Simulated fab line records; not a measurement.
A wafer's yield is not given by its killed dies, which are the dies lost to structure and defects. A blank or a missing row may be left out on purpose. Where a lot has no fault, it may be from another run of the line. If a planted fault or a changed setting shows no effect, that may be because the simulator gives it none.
Chamber matching + flow gf180mcu + 4 sister chambers for GF_SAB_ETCH_11 on rie diel-04
The step etches SiO2 in C4F8/O2/Ar, target depth 55 nm, time 8.5 s. 4 wafers are shown with their chamber, then 8 later ones without.

EACH WAFER AND ITS CHAMBER
| wafer  | chamber | oes product au (a.u.) |
|--------|---------|-----------------------|
| L715.3 | 0       | 1.011                 |
| L717.3 | 1       | 1.033                 |
| L717.4 | 3       | 0.995                 |
| L727.1 | 2       | 0.995                 |

WAFERS WITH NO CHAMBER GIVEN
| wafer  | oes product au (a.u.) |
|--------|-----------------------|
| L727.4 | 1.004                 |
| L727.6 | 1.018                 |
| L731.2 | 0.997                 |
| L731.3 | 1.017                 |
| L731.4 | 1.012                 |
| L733.1 | 1.016                 |
| L733.3 | 1.009                 |
| L733.4 | 0.996                 |

WHICH CHAMBER EACH WENT THROUGH
| wafer  | from the rows above          | in truth                   |
|--------|------------------------------|----------------------------|
| L727.4 | can't be placed: 0 or 2 or 3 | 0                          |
| L727.6 | can't be placed: 0 or 1      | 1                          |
| L731.2 | can't be placed: 2 or 3      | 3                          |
| L731.3 | 0                            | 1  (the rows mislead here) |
| L731.4 | 0                            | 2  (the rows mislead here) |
| L733.1 | 0                            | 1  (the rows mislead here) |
| L733.3 | 0                            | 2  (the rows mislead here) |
| L733.4 | can't be placed: 2 or 3      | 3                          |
Placed correctly: 0 of 8. These rows do not allow placing 4 (true chamber among the candidates in 4). Placed wrongly: 4.
How it was worked out, from the rows above alone: a wafer's distance from a chamber is the root of the sum, over the readings, of the square of ((its reading less the chamber's mean) divided by the reading's scatter). The wafer belongs to the nearest chamber; if the next one is less than 2 further off, it can't be placed. A chamber's mean is the mean of its shown wafers. The scatter (one wafer shown for each chamber): square how far every hidden wafer sits from the nearest shown wafer, average those squares and take the square root.
